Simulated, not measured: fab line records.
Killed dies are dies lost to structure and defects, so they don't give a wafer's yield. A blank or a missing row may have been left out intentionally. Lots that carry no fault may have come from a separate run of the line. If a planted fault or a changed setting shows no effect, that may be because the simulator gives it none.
fab line records	flow sky130
record: lots: 13	wafers: 39	last_day: 50
route steps=708 shown METAL1@450 VIA1@461 VIA2@510 VIA3@575 PAD_OPEN@708
lots with no fault: from the same line, run without faults
start_h: start of the lot's first displayed wafer, in hours after the record's first day	wait_h: hours from the lot's prior step to this one	" unchanged from the row above	L1.1+2: a row that stands for several wafers	- value missing, or start not given	* or withheld: withheld	< > ~ a bound
route shown NAME@n: a module of which the file shows steps, and the number in the route of the first	usual: average and standard deviation across the fault-free wafers	same: alike in all rows	chamber/n: place in a boat	sites: readings site by site	_std_site: how widely they spread, as a standard deviation	_edge_site: mean of outer sites minus mean of inner sites	radius_mm: for every site, how far away it sits from the centre of the wafer	mask NAME#n: copy n	behind: the last tool/chamber to shape the wafer	hold: why the lot was held/for how many hours/how that ended	device: the n, p or np transistor that did not switch	end of line: at the end of the route, the tests of the same wafers	for a step that has no rows: nothing shown but its recipe	killed: at the first sort, the dies lost to defects and structure; wafer yield is something else	map: dies across one wafer; x = killed, . = not, _ = none there
set.NAME: the setting as run; set.NAME@STEP: as run at that earlier step	model.NAME: the simulator's own value behind a step, which no gauge read
steps of the route over a sample of lots; a table a step, a row a wafer
services: when a tool's chamber went out of use (start_h, in hours from the record's first day, below 0 if earlier), for how many hours, and the reason
== steps ==
step: SKY_METAL1_OVL_MEAS_16
usual: METAL1_OVL: 1/5.9
lot.wafer	tool	chamber	start_h	wait_h	METAL1_OVL[nm]
L184.1	overlay-02	-	764.96	0.1	7
L184.2	"	-	"	"	3
L184.3	"	-	"	"	0
L185.1	overlay-01	-	770.54	0.1	-5
L185.2	"	-	"	"	7
L185.6	"	-	"	"	5
L186.3	overlay-02	-	788.47	0.1	-3
L186.4	"	-	"	"	-10
L186.5	"	-	"	"	-4
L187.2	overlay-02	-	788.86	0.1	0
L187.3	"	-	"	"	-3
L187.4	"	-	"	"	3
L188.1	overlay-01	-	804.49	0.1	1
L188.3	"	-	"	"	6
L188.6	"	-	"	"	-1
L189.3	overlay-02	-	811.89	0.1	5
L189.4	"	-	"	"	5
L189.6	"	-	"	"	7
L191.2	overlay-01	-	817.80	0.1	1
L191.3	"	-	"	"	7
L191.5	"	-	"	"	1
L195.1	overlay-02	-	855.03	0.1	5
L195.4	"	-	"	"	3
L195.6	"	-	"	"	14
L199.1	overlay-02	-	875.34	0.1	-4
L199.3	"	-	"	"	1
L199.4	"	-	"	"	5
L203.3	overlay-02	-	908.30	0.1	-12
L203.4	"	-	"	"	4
L203.5	"	-	"	"	-2
L205.1	overlay-02	-	922.48	0.1	-9
L205.3	"	-	"	"	-8
L205.6	"	-	"	"	-1
L206.1	overlay-01	-	924.71	0.1	3
L206.4	"	-	"	"	5
L206.6	"	-	"	"	3
L207.1	overlay-02	-	932.18	0.1	-6
L207.3	"	-	"	"	-2
L207.6	"	-	"	"	8
step: SKY_VIA1_BOW_MEAS_03
recipe: mode: bow
usual: VIA1_BOW: 82/6.8
lot.wafer	tool	chamber	start_h	wait_h	VIA1_BOW[um]
L184.1	film_metro-02	-	766.47	0.2	84
L184.2	"	-	"	"	82
L184.3	"	-	"	"	87
L185.1	film_metro-03	-	771.83	0.1	82
L185.2	"	-	"	"	88
L185.6	"	-	"	"	79
L186.3	film_metro-03	-	789.78	0.2	92
L186.4	"	-	"	"	79
L186.5	"	-	"	"	77
L187.2	film_metro-04	-	790.15	0.3	85
L187.3	"	-	"	"	78
L187.4	"	-	"	"	66
L188.1	film_metro-04	-	805.78	0.1	86
L188.3	"	-	"	"	80
L188.6	"	-	"	"	83
L189.3	film_metro-04	-	813.23	0.2	81
L189.4	"	-	"	"	85
L189.6	"	-	"	"	87
L191.2	film_metro-03	-	819.17	0.2	84
L191.3	"	-	"	"	75
L191.5	"	-	"	"	91
L195.1	film_metro-02	-	856.35	0.2	78
L195.4	"	-	"	"	73
L195.6	"	-	"	"	82
L199.1	film_metro-02	-	876.63	0.1	90
L199.3	"	-	"	"	72
L199.4	"	-	"	"	76
L203.3	film_metro-04	-	909.63	0.1	76
L203.4	"	-	"	"	88
L203.5	"	-	"	"	68
L205.1	film_metro-04	-	923.79	0.2	83
L205.3	"	-	"	"	91
L205.6	"	-	"	"	90
L206.1	film_metro-03	-	926.03	0.1	90
L206.4	"	-	"	"	85
L206.6	"	-	"	"	75
L207.1	film_metro-03	-	933.46	0.2	81
L207.3	"	-	"	"	92
L207.6	"	-	"	"	87
step: SKY_VIA2_BOW_MEAS_03
recipe: mode: bow
usual: VIA2_BOW: 88/7
lot.wafer	tool	chamber	start_h	wait_h	VIA2_BOW[um]
L184.1	film_metro-02	-	822.27	0.2	91
L184.2	"	-	"	"	87
L184.3	"	-	"	"	91
L185.1	film_metro-01	-	828.19	0.1	87
L185.2	"	-	"	"	91
L185.6	"	-	"	"	83
L186.3	film_metro-02	-	845.18	0.2	98
L186.4	"	-	"	"	86
L186.5	"	-	"	"	84
L187.2	film_metro-03	-	846.66	0.2	93
L187.3	"	-	"	"	83
L187.4	"	-	"	"	73
L188.1	film_metro-03	-	861.89	0.1	95
L188.3	"	-	"	"	91
L188.6	"	-	"	"	91
L189.3	film_metro-01	-	867.89	0.3	87
L189.4	"	-	"	"	90
L189.6	"	-	"	"	93
L191.2	film_metro-02	-	874.47	0.3	88
L191.3	"	-	"	"	79
L191.5	"	-	"	"	95
L195.1	film_metro-02	-	910.78	0.1	85
L195.4	"	-	"	"	79
L195.6	"	-	"	"	86
L199.1	film_metro-01	-	930.49	0.1	97
L199.3	"	-	"	"	79
L199.4	"	-	"	"	82
L203.3	film_metro-02	-	961.49	0.2	85
L203.4	"	-	"	"	97
L203.5	"	-	"	"	76
L205.1	film_metro-03	-	975.26	0.1	91
L205.3	"	-	"	"	99
L205.6	"	-	"	"	97
L206.1	film_metro-02	-	977.35	0.2	98
L206.4	"	-	"	"	93
L206.6	"	-	"	"	83
L207.1	film_metro-02	-	984.94	0.2	88
L207.3	"	-	"	"	101
L207.6	"	-	"	"	94
step: SKY_VIA3_CMP_02
recipe: material: SiO2	down_force_psi: 4	platen_rpm: 60	pad_velocity_m_s: 0.94248
usual: motor_current_A: 12.2/0.85
lot.wafer	tool	chamber	start_h	wait_h	motor_current_A
L184.3	cmp-02	0	903.79	0.0	12.2
L184.1	"	1	"	"	10.3
L184.2	"	3	"	"	12.0
L185.1	cmp-01	0	909.91	0.1	11.5
L185.2	"	3	"	"	12.1
L185.6	"	0	"	"	11.8
L186.4	cmp-02	1	925.41	0.0	10.5
L186.3	"	3	"	"	11.5
L186.5	"	1	"	"	10.5
L187.2	cmp-01	1	926.51	0.0	12.8
L187.3	"	2	"	"	13.2
L187.4	"	0	"	"	12.4
L188.3	cmp-02	3	940.55	0.1	12.3
L188.1	"	0	"	"	12.0
L188.6	"	2	"	"	13.7
L189.4	cmp-02	3	946.73	0.1	11.9
L189.3	"	1	"	"	10.4
L189.6	"	3	"	"	11.8
L191.3	cmp-02	1	952.25	0.1	10.7
L191.2	"	3	"	"	12.3
L191.5	"	1	"	"	11.1
L195.4	cmp-02	1	989.04	0.1	11.1
L195.1	"	3	"	"	11.6
L195.6	"	1	"	"	9.8
L199.3	cmp-01	2	1006.17	0.0	13.0
L199.4	"	3	"	"	12.8
L199.1	"	1	"	"	12.4
L203.3	cmp-01	0	1034.20	0.1	12.5
L203.4	"	1	"	"	12.2
L203.5	"	0	"	"	11.5
L205.3	cmp-01	3	1047.23	0.1	12.8
L205.1	"	1	"	"	13.2
L205.6	"	2	"	"	12.4
L206.1	cmp-02	3	1049.72	0.1	12.4
L206.4	"	0	"	"	11.9
L206.6	"	1	"	"	10.7
L207.3	cmp-01	1	1055.19	0.0	13.1
L207.1	"	0	"	"	11.2
L207.6	"	1	"	"	12.5
step: SKY_VIA3_ETCH_15
recipe: target: SiO2	chemistry: C4F8/O2/Ar	target_depth_nm: 507	stop_on: TiN	mask_material: KrF-thick	source_w: 1500	bias_w: 1200	pressure_mtorr: 40	c4f8_flow_sccm: withheld	O2_flow_sccm: 6	Ar_flow_sccm: 300	time_s: 78
usual: oes_product_au: 0.946/0.0055
same: time_s: 78
lot.wafer	tool	chamber	start_h	wait_h	oes_product_au
L184.1	rie_diel-04	0	929.03	0.0	0.944
L184.2	"	1	"	"	0.945
L184.3	"	2	"	"	0.940
L185.1	rie_diel-03	1	934.82	0.0	0.944
L185.2	"	2	"	"	0.952
L185.6	"	1	"	"	0.954
L186.3	rie_diel-04	3	950.28	0.0	0.937
L186.4	"	2	"	"	0.945
L186.5	"	3	"	"	0.948
L187.2	rie_diel-04	2	951.12	0.0	0.950
L187.3	"	1	"	"	0.951
L187.4	"	3	"	"	0.943
L188.1	rie_diel-02	0	965.32	0.0	0.947
L188.3	"	3	"	"	0.952
L188.6	"	2	"	"	0.945
L189.3	rie_diel-02	0	971.64	0.0	0.941
L189.4	"	3	"	"	1.019
L189.6	"	0	"	"	0.940
L191.2	rie_diel-02	1	976.64	0.0	1.029
L191.3	"	2	"	"	0.947
L191.5	"	1	"	"	0.946
L195.1	rie_diel-02	3	1012.47	0.0	0.944
L195.4	"	1	"	"	1.013
L195.6	"	2	"	"	0.948
L199.1	rie_diel-03	1	1029.19	0.0	0.947
L199.3	"	2	"	"	0.947
L199.4	"	0	"	"	0.948
L203.3	rie_diel-02	0	1056.38	0.0	0.942
L203.4	"	3	"	"	0.947
L203.5	"	2	"	"	0.951
L205.1	rie_diel-04	0	1069.63	0.0	0.942
L205.3	"	3	"	"	0.937
L205.6	"	0	"	"	0.944
L206.1	rie_diel-03	3	1071.78	0.0	0.944
L206.4	"	1	"	"	0.943
L206.6	"	0	"	"	0.940
L207.1	rie_diel-02	3	1077.07	0.0	0.957
L207.3	"	2	"	"	0.945
L207.6	"	3	"	"	0.944
step: SKY_PAD_OPEN_PROBE_99
usual: defect_limited_yield: 82.5/1.7	killed_at_M0_to_M3: 42/6.1	killed_at_M4_up: 3.1/1.7	killed_at_contacts: 24/5.5	killed_at_front_end: 16/4.1	killed_at_other: 0.3/0.57	killed_dies: 86/8.2	killed_open: 47/6.8	killed_short: 38/5.8
same: gross_dies: 492	killed_at_back_side: 0
lot.wafer	tool	chamber	start_h	wait_h	defect_limited_yield[%]	killed_at_M0_to_M3	killed_at_M4_up	killed_at_contacts	killed_at_front_end	killed_at_other	killed_dies	killed_open	killed_short
L186.3	prober-02	-	1092.81	0.2	85.0	44	1	17	11	1	74	39	35
L186.4	prober-02	-	1092.86	0.2	83.9	38	5	21	15	0	79	36	43
L186.5	prober-02	-	1092.91	0.2	82.3	43	6	23	15	0	87	33	54
L187.2	prober-01	-	1095.65	0.1	81.7	49	5	21	15	0	90	47	43
L187.3	prober-01	-	1095.70	0.2	80.5	56	6	15	18	1	96	46	49
L187.4	prober-01	-	1095.75	0.2	83.1	52	0	15	16	0	83	51	32
L189.3	prober-01	-	1112.11	0.2	82.7	44	1	25	14	1	85	47	38
L189.4	prober-01	-	1112.16	0.2	82.5	40	1	25	20	0	86	51	35
L189.6	prober-01	-	1112.26	0.2	82.7	39	6	26	14	0	85	42	43
L191.2	prober-01	-	1117.44	0.1	81.7	42	3	27	18	0	90	56	33
L191.3	prober-01	-	1117.49	0.2	83.5	39	3	26	13	0	81	43	37
L191.5	prober-01	-	1117.59	0.2	86.2	34	4	17	13	0	68	38	29
L195.1	prober-01	-	1145.21	0.1	83.3	39	1	23	19	0	82	40	42
L195.4	prober-01	-	1145.36	0.2	82.5	36	3	24	22	1	86	45	40
L195.6	prober-01	-	1145.46	0.2	85.4	32	2	16	21	1	72	31	40
L203.3	prober-01	-	1179.49	0.2	81.9	49	4	24	12	0	89	48	41
L203.4	prober-01	-	1179.54	0.2	85.2	45	4	13	11	0	73	46	27
L203.5	prober-01	-	1179.59	0.2	80.9	51	7	21	15	0	94	52	41
L206.1	prober-02	-	1192.64	0.1	82.7	47	3	25	9	1	85	49	36
L206.4	prober-02	-	1192.79	0.2	81.7	46	1	24	17	2	90	47	42
L206.6	prober-02	-	1192.89	0.2	83.1	32	5	29	17	0	83	43	40
killed by level:class
L186.3 VIA2:geometric_particle:open=10 VIA1:geometric_particle:open=9 LI_CONTACT:geometric_particle:open=7 METAL1:geometric_particle:short=6 FIELD_ISO:geometric_particle:open=5 METAL2:geometric_particle:short=5 VIA2:geometric_particle:short=5 LI_CONTACT:geometric_particle:short=4
L186.4 VIA2:geometric_particle:open=8 CONTACT:geometric_particle:open=7 METAL1:geometric_particle:short=7 VIA1:geometric_particle:open=6 POLY_GATE:geometric_particle:short=5 LI_CONTACT:geometric_particle:open=5 FIELD_ISO:geometric_particle:short=4 VIA1:geometric_particle:short=4
L186.5 VIA1:geometric_particle:short=11 VIA1:geometric_particle:open=7 CONTACT:geometric_particle:short=7 FIELD_ISO:geometric_particle:open=5 VIA3:geometric_particle:short=5 LOCAL_INTERCONNECT:geometric_particle:short=5 CONTACT:geometric_particle:open=5 VIA2:geometric_particle:open=5
L187.2 VIA1:geometric_particle:open=16 VIA1:geometric_particle:short=7 VIA2:geometric_particle:open=7 LI_CONTACT:geometric_particle:open=6 CONTACT:geometric_particle:open=5 POLY_GATE:geometric_particle:short=5 LOCAL_INTERCONNECT:geometric_particle:short=5 VIA2:geometric_particle:short=5
L187.3 METAL3:geometric_particle:short=10 POLY_GATE:geometric_particle:open=9 VIA1:geometric_particle:open=8 VIA2:geometric_particle:open=8 POLY_GATE:geometric_particle:short=6 VIA3:geometric_particle:open=6 VIA1:geometric_particle:short=5 LI_CONTACT:geometric_particle:open=4
L187.4 VIA1:geometric_particle:open=14 METAL1:geometric_particle:short=7 CONTACT:geometric_particle:open=6 METAL2:geometric_particle:short=6 FIELD_ISO:geometric_particle:open=5 VIA2:geometric_particle:open=5 METAL1:geometric_particle:open=5 VIA3:geometric_particle:open=5
L189.3 VIA1:geometric_particle:open=10 CONTACT:geometric_particle:open=9 VIA3:geometric_particle:open=8 LI_CONTACT:geometric_particle:open=6 POLY_GATE:geometric_particle:open=5 CONTACT:geometric_particle:short=5 POLY_GATE:geometric_particle:short=4 METAL1:geometric_particle:short=4
L189.4 VIA1:geometric_particle:short=10 VIA2:geometric_particle:open=10 CONTACT:geometric_particle:open=9 LI_CONTACT:geometric_particle:open=8 POLY_GATE:geometric_particle:open=6 POLY_GATE:geometric_particle:short=6 VIA1:geometric_particle:open=6 VIA3:geometric_particle:open=5
L189.6 VIA3:geometric_particle:open=9 CONTACT:geometric_particle:short=8 LI_CONTACT:geometric_particle:open=7 VIA1:geometric_particle:open=7 LOCAL_INTERCONNECT:geometric_particle:short=5 METAL1:geometric_particle:short=5 VIA1:geometric_particle:short=5 CONTACT:geometric_particle:open=4
L191.2 VIA2:geometric_particle:open=13 CONTACT:geometric_particle:open=11 LI_CONTACT:geometric_particle:open=8 VIA3:geometric_particle:open=6 FIELD_ISO:geometric_particle:open=5 POLY_GATE:geometric_particle:open=5 POLY_GATE:geometric_particle:short=5 VIA1:geometric_particle:open=5
L191.3 CONTACT:geometric_particle:open=9 LI_CONTACT:geometric_particle:open=8 VIA1:geometric_particle:open=8 VIA2:geometric_particle:open=8 METAL2:geometric_particle:short=7 FIELD_ISO:geometric_particle:short=5 LOCAL_INTERCONNECT:geometric_particle:short=4 CONTACT:geometric_particle:short=4
L191.5 VIA3:geometric_particle:open=8 METAL1:geometric_particle:short=7 CONTACT:geometric_particle:open=7 LI_CONTACT:geometric_particle:open=6 METAL2:geometric_particle:short=5 POLY_GATE:geometric_particle:short=4 VIA1:geometric_particle:open=4 CONTACT:geometric_particle:short=3
L195.1 VIA1:geometric_particle:open=10 METAL2:geometric_particle:short=8 FIELD_ISO:geometric_particle:short=7 CONTACT:geometric_particle:short=7 FIELD_ISO:geometric_particle:open=5 LI_CONTACT:geometric_particle:open=5 CONTACT:geometric_particle:open=5 VIA2:geometric_particle:open=5
L195.4 VIA2:geometric_particle:open=8 LI_CONTACT:geometric_particle:open=8 VIA1:geometric_particle:open=8 FIELD_ISO:geometric_particle:short=7 CONTACT:geometric_particle:open=7 FIELD_ISO:geometric_particle:open=6 CONTACT:geometric_particle:short=6 METAL1:geometric_particle:short=5
L195.6 CONTACT:geometric_particle:open=7 FIELD_ISO:geometric_particle:short=6 METAL1:geometric_particle:short=6 FIELD_ISO:geometric_particle:open=5 VIA1:geometric_particle:short=5 VIA2:geometric_particle:open=4 METAL2:geometric_particle:short=4 SONOS_ONO:geometric_particle:short=3
L203.3 VIA1:geometric_particle:open=11 CONTACT:geometric_particle:open=9 METAL1:geometric_particle:short=8 VIA2:geometric_particle:open=7 LI_CONTACT:geometric_particle:open=5 VIA3:geometric_particle:open=5 VIA1:geometric_particle:short=5 POLY_GATE:geometric_particle:open=4
L203.4 VIA1:geometric_particle:open=10 VIA2:geometric_particle:open=8 VIA3:geometric_particle:open=7 FIELD_ISO:geometric_particle:short=5 CONTACT:geometric_particle:open=5 METAL2:geometric_particle:short=5 CONTACT:geometric_particle:short=4 LI_CONTACT:geometric_particle:open=3
L203.5 VIA1:geometric_particle:open=12 VIA2:geometric_particle:open=12 LI_CONTACT:geometric_particle:open=7 METAL1:geometric_particle:short=7 CONTACT:geometric_particle:open=6 METAL2:geometric_particle:short=5 LOCAL_INTERCONNECT:geometric_particle:short=4 FIELD_ISO:geometric_particle:short=4
L206.1 VIA1:geometric_particle:open=15 CONTACT:geometric_particle:open=8 METAL1:geometric_particle:short=7 VIA2:geometric_particle:open=7 VIA3:geometric_particle:open=6 LOCAL_INTERCONNECT:geometric_particle:short=6 LI_CONTACT:geometric_particle:open=4 LI_CONTACT:geometric_particle:short=4
L206.4 VIA1:geometric_particle:open=15 LI_CONTACT:geometric_particle:open=7 METAL1:geometric_particle:short=6 METAL2:geometric_particle:short=6 LOCAL_INTERCONNECT:geometric_particle:short=5 CONTACT:geometric_particle:open=5 VIA1:geometric_particle:short=5 FIELD_ISO:geometric_particle:short=4
L206.6 VIA1:geometric_particle:open=11 CONTACT:geometric_particle:open=8 METAL1:geometric_particle:short=8 LI_CONTACT:geometric_particle:open=6 CONTACT:geometric_particle:short=5 LOCAL_INTERCONNECT:geometric_particle:short=5 FIELD_ISO:geometric_particle:open=4 FIELD_ISO:geometric_particle:short=4
== services ==
tool	chamber	start_h	hours	kind
rie_diel-04	-	880.17	2.8	pm
cmp-02	-	888.95	2.2	repair
rie_diel-04	-	896.46	14.6	pm
rie_diel-02	-	907.11	3.1	repair
cmp-01	-	911.38	0.5	repair
cmp-01	-	913.04	4.0	pm
cmp-01	-	917.04	-	consumable_replace:conditioner
cmp-01	-	917.04	-	consumable_replace:pad
cmp-02	-	934.23	0.5	repair
rie_diel-02	1	948.66	23.1	repair
rie_diel-02	0	955.90	5.5	repair
cmp-02	-	966.79	6.7	pm
cmp-02	-	973.50	9.0	pm
rie_diel-04	1	977.93	28.4	repair
cmp-01	-	986.98	2.6	repair
rie_diel-03	2	1012.11	2.4	repair
cmp-01	-	1019.07	2.2	repair
cmp-01	-	1047.98	1.9	repair
rie_diel-04	3	1052.17	9.8	repair
rie_diel-03	1	1064.36	2.9	repair
rie_diel-04	1	1069.35	3.1	repair
cmp-01	-	1073.81	6.7	pm
== key ==
first_sign: step: SKY_VIA3_ETCH_15	reading: oes_product_au	direction: up	sigmas: 14	usual: 0.946	struck: 1.020
effect none on later readings
met_at SKY_VIA3_CMP_02
struck_lots L189,L191,L195
struck_wafers L189.4,L191.2,L195.4
not_acting_at SKY_METAL1_OVL_MEAS_16,SKY_VIA1_BOW_MEAS_03,SKY_VIA2_BOW_MEAS_03
onset_between 940.55 946.73
fault: kind: process_parameter_drift	tool: cmp-02	chamber: -	onset_h: 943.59	steps: SKY_VIA3_CMP_02	channel: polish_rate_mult	offset: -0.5	shape: step	end_h: 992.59	scope: struck_wafers_only
